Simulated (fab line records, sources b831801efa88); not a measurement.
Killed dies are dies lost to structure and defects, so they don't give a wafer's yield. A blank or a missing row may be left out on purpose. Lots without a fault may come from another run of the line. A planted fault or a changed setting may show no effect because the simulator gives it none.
Which tool did it? | flow gf180mcu | 13 lots, 39 wafers sampled, at 6 steps of a route of 602

WHAT THE GAUGES READ, wafer by wafer
GF_MVSD_OVL_MEAS_07.
lot  | measured     | on         | MVSD_OVL (nm)
L456 | day 4 11:38  | overlay-02 | 1.0 1.1 0.7
L457 | day 4 16:02  | overlay-02 | 0.9 -0.7 0.3
L458 | day 4 22:35  | overlay-02 | -2.4 -2.0 -2.1
L459 | day 5 03:23  | overlay-01 | -2.1 -1.2 -2.6
L462 | day 5 22:02  | overlay-01 | - - -
L470 | day 7 17:21  | overlay-02 | 0.7 1.8 1.4
L471 | day 8 01:44  | overlay-02 | 0.5 0.1 -0.6
L472 | day 8 08:14  | overlay-02 | 2.7 1.9 1.8
L473 | day 8 12:23  | overlay-02 | 0.1 -0.2 0.4
L475 | day 9 00:35  | overlay-02 | -1.2 0.3 0.3
L476 | day 9 05:05  | overlay-01 | 0.5 1.9 0.2
L477 | day 9 12:01  | overlay-01 | 2.1 1.0 1.5
L479 | day 10 00:20 | overlay-02 | 0.2 -0.4 0.0

GF_MVSD_TW_MEAS_11.
lot  | measured     | on            | MVSD_TW
L456 | day 4 12:04  | film_metro-01 | 1569 1581 1574
L457 | day 4 16:29  | film_metro-01 | 1583 1577 1578
L458 | day 4 23:01  | film_metro-01 | 1573 1581 1569
L459 | day 5 03:49  | film_metro-03 | 1589 1591 1592
L462 | day 5 22:29  | film_metro-01 | 30 30 30 30 30 30
L470 | day 7 17:47  | film_metro-04 | 1554 1557 1560
L471 | day 8 02:11  | film_metro-04 | 1558 1549 1558
L472 | day 8 08:41  | film_metro-03 | 1596 1591 1590
L473 | day 8 12:49  | film_metro-03 | 1589 1582 1591
L475 | day 9 01:01  | film_metro-03 | 1579 1588 1571
L476 | day 9 05:31  | film_metro-03 | 1590 1598 1593
L477 | day 9 12:28  | film_metro-04 | 1552 1547 1546
L479 | day 10 00:46 | film_metro-03 | 1593 1593 1587

GF_M1_OVL_MEAS_15.
lot  | measured     | on         | M1_OVL (nm)
L456 | day 17 01:41 | overlay-01 | -11 -11 -7
L457 | day 17 18:02 | overlay-01 | -7 -1 -2
L458 | day 17 21:23 | overlay-01 | 1 -3 0
L459 | day 18 04:08 | overlay-01 | -2 0 -4
L470 | day 22 09:24 | overlay-02 | 3 3 9
L471 | day 23 05:18 | overlay-02 | 7 3 9
L472 | day 23 06:45 | overlay-02 | 2 1 2
L473 | day 23 08:48 | overlay-02 | 7 8 4
L475 | day 24 08:56 | overlay-01 | 3 9 7
L476 | day 24 08:35 | overlay-01 | 4 5 -1
L477 | day 24 13:38 | overlay-01 | 3 5 5
L479 | day 25 06:38 | overlay-02 | 2 0 2

GF_V1_THK_MEAS_01.
lot  | measured     | on            | V1_CVD_00_THK (nm)
L456 | day 17 02:29 | film_metro-01 | 597 599 595
L457 | day 17 18:48 | film_metro-02 | 610 606 608
L458 | day 17 22:15 | film_metro-02 | 601 600 602
L459 | day 18 04:53 | film_metro-02 | 611 605 604
L470 | day 22 10:10 | film_metro-04 | 595 595 606
L471 | day 23 06:04 | film_metro-04 | 597 598 604
L472 | day 23 07:31 | film_metro-04 | 605 608 607
L473 | day 23 09:34 | film_metro-02 | 602 606 602
L475 | day 24 09:44 | film_metro-04 | 597 606 596
L476 | day 24 09:21 | film_metro-02 | 601 594 599
L477 | day 24 14:26 | film_metro-01 | 608 598 600
L479 | day 25 07:26 | film_metro-01 | 593 597 598

WHICH TOOL RAN EACH LOT (tool, then ch and the chambers of the sampled wafers, then the start)
lot  | GF_MVSD_EXPOSE_04                  | GF_CONTACT_CVD_24
L456 | iline_stepper-02 ch 0, day 4 04:38 | cvd_w-01 ch 0, day 16 01:49
L457 | iline_stepper-02 ch 0, day 4 09:17 | cvd_w-01 ch 0,1, day 16 18:24
L458 | iline_stepper-01 ch 0, day 4 15:49 | cvd_w-01 ch 0,1, day 16 21:56
L459 | iline_stepper-01 ch 0, day 4 20:17 | cvd_w-02 ch 0,1, day 17 03:50
L462 | iline_stepper-01 ch 0, day 5 14:52 | -
L470 | iline_stepper-02 ch 0, day 7 09:59 | cvd_w-02 ch 0, day 21 09:08
L471 | iline_stepper-01 ch 0, day 7 17:41 | cvd_w-01 ch 0,1, day 22 05:01
L472 | iline_stepper-02 ch 0, day 7 23:53 | cvd_w-01 ch 0,1, day 22 06:50
L473 | iline_stepper-01 ch 0, day 8 04:37 | cvd_w-02 ch 1, day 22 09:01
L475 | iline_stepper-01 ch 0, day 8 16:52 | cvd_w-02 ch 0,1, day 23 09:21
L476 | iline_stepper-02 ch 0, day 8 20:54 | cvd_w-01 ch 0,1, day 23 09:02
L477 | iline_stepper-02 ch 0, day 9 03:23 | cvd_w-01 ch 0,1, day 23 14:29
L479 | iline_stepper-01 ch 0, day 9 15:36 | cvd_w-01 ch 0,1, day 24 07:42
- GF_MVSD_EXPOSE_04: exposes mask MVSD, target cd 1000 nm.
- GF_CONTACT_CVD_24: deposits W, target thk 300 nm, time 90.339 s.

WHAT THE TOOLS THEMSELVES READ (means of the sampled wafers that have a number; where no wafer has one, the mark that the record gives instead)
GF_CONTACT_CVD_24.
lot  | tool     | heater_power_w (W) | susceptor_temp_C (C)
L456 | cvd_w-01 | 884                | 398.20
L457 | cvd_w-01 | 855                | 398.53
L458 | cvd_w-01 | 848                | 398.25
L459 | cvd_w-02 | 838                | 398.21
L470 | cvd_w-02 | 891                | 398.32
L471 | cvd_w-01 | 813                | 398.34
L472 | cvd_w-01 | 845                | 398.34
L473 | cvd_w-02 | 709                | 398.16
L475 | cvd_w-02 | 770                | 398.24
L476 | cvd_w-01 | 811                | 398.09
L477 | cvd_w-01 | 854                | 398.15
L479 | cvd_w-01 | 837                | 398.12

THE ANSWER, worked out from the rows above alone
Rule: what is usual is taken from the lots themselves. Put in order of their means at a reading, lots are off if they are a third of the lots or fewer, leave a main group of 4 or more, and stand apart from it by a gap of 3 or more times the standard deviation of the main group's means; of several such gaps the widest counts. A main group whose means are all the same, to the digits that the tables above print for the reading, isn't used. A lot without any number at a reading at which 4 lots or more have one is off too. The other lots that the step has rows for count as sound. The gauges are gone through in route order, then the tools' own readings, and for those a lot's mean is taken as printed above. The first step at which some lot is off is used, and at that step the reading that is off furthest; a lot without a number counts as furthest.
Off: L462, at GF_MVSD_OVL_MEAS_07 (MVSD_OVL). Without a number there: L462. The main group: mean 0.2 nm, standard deviation 1.2.
A tool fits if, at a process step before that reading, it ran every lot that is off, and no sound lot after the first of them. The gauges at GF_MVSD_OVL_MEAS_07 aren't tried: what is off there is off at GF_MVSD_TW_MEAS_11 too, on other tools, and a gauge's error can't cause that. None of those tried fits.

WHAT THE SIMULATOR HAD PUT IN
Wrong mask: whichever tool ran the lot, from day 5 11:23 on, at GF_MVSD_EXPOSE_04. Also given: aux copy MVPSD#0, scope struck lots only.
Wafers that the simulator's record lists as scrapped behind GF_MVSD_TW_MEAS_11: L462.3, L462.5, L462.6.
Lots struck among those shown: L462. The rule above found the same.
